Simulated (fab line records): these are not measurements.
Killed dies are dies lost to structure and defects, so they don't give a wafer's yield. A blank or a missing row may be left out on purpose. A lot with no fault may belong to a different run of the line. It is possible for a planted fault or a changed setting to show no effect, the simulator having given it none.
A struck lot beside a sound one :: flow sky130 :: 15 out of 708 route steps
Sound: wafers L928.3, L928.4, L928.5. Wafers L943.1, L943.2, L943.4 were the ones struck. Last of all comes the cause.
Each step with rows lists, per side, the tool, then ch with its chambers, then its first start. Under that, the readings that differ: sound wafers :: struck wafers :: difference of the means :: sigmas: that difference in standard deviations of wafers without a fault.
alike: a reading whose means differ by less than 2 such deviations, as well as words and numbers matching on both sides. not compared: withheld readings; readings where some wafer has no value; bounds like >300 that might hide an equal value; numbers whose values overlap and for which the record gives no deviation.
A row with sigmas, a row that says differs or no value, or rows on one side alone: a step with any of these is where the two part. Numbers that have no deviation but don't overlap get no sigmas and don't part them. A reading that every wafer of one side lacks parts them only if that side has two wafers or more.

SKY_VIA2_OVL_MEAS_13:
  sound on overlay-01 at day 38 05:09; struck on overlay-02 at day 42 15:08
  alike: VIA2_OVL
then, 1 step without rows for these wafers: SKY_VIA2_ETCH_14 (etches BARC in N2/H2, stops on SiO2, time 45.9 s, target depth 60 nm).
SKY_VIA2_ETCH_15: etches SiO2 in C4F8/O2/Ar, stops on TiN, target depth 546 nm, time 84 s.
  sound on rie_diel-02 ch 0,1,3, day 38 05:13; struck on rie_diel-02 ch 0,1,2, day 42 15:13
  alike: oes_product_au
  not compared: rf_hours_counter_h
SKY_VIA2_STRIP_16: strips in O2/N2.
  sound on plasma_asher-02 ch 0,1, day 38 05:19; struck on plasma_asher-03 ch 0,1, day 42 15:17
  alike: drypump_motor_current_A, oes_product_au, strip_time_to_endpoint_s
  not compared: rf_hours_counter_h
then, 3 steps without rows for these wafers: SKY_VIA2_STRIP_17 (strips in post etch residue remover, time 1200 s); SKY_VIA2_CLEAN_18 (cleans in IPA, time 180 s); SKY_VIA2_CLEAN_19 (cleans in O3/DIW).
SKY_VIA2_SPUTTER_20: material TiN, target thk 20 nm, time 80 s.
  sound on pvd_sputter-01 at day 38 05:55; struck on pvd_sputter-01 at day 42 15:52
  alike: cathode_dc_power_W, throttle_valve_pct
SKY_VIA2_CVD_21: deposits W, target thk 420 nm, time 126.4 s.
  sound on cvd_w-02 ch 0,1, day 38 06:03; struck on cvd_w-02 ch 0,1, day 42 15:56
  alike: heater_power_w
SKY_VIA2_RS_MEAS_22: the measuring method here is four-point-probe.
  sound on film_metro-03 at day 38 06:13; struck on film_metro-03 at day 42 16:04
  alike: VIA2_W_RS
SKY_VIA2_THK_MEAS_23: measures by xrf.
  sound on film_metro-03 at day 38 06:19; struck on film_metro-03 at day 42 16:11
  alike: VIA2_W_THK
then, 1 step without rows for these wafers: SKY_VIA2_CMP_24 (polishes, stops on SiO2, t overpolish 20 s, target thk 0 nm).
SKY_METAL3_SPUTTER_00: material Ti, target thk 15 nm, time 10 s.
  sound on pvd_sputter-03 at day 38 06:47; struck on pvd_sputter-02 at day 42 16:56
reading: model.Ti_of_METAL3_SPUTTER_00.thk_nm (nm)
sound: 15.06 15.13 15.03
struck: 21.58 21.36 21.32
difference: +6.35
sigmas: 
  alike: cathode_dc_power_W, throttle_valve_pct
SKY_METAL3_SPUTTER_01: material TiN, target thk 20 nm, time 16.7 s.
  sound on pvd_sputter-03 at day 38 06:49; struck on pvd_sputter-02 at day 42 16:57
  alike: cathode_dc_power_W, throttle_valve_pct
-- the record jumps here: 8 days lie between the struck wafers' starts before and after (it left off in module METAL3 and takes up again in module PAD_OPEN, whose first step shown is number 708 of the route) --
SKY_PAD_OPEN_PROBE_99:
  only the struck wafers here have rows in the record (prober-02, day 50 17:06); the sound ones have none

## WHERE THEY PART
Within this record, at SKY_PAD_OPEN_PROBE_99 only.

WHY: what the simulator had put in
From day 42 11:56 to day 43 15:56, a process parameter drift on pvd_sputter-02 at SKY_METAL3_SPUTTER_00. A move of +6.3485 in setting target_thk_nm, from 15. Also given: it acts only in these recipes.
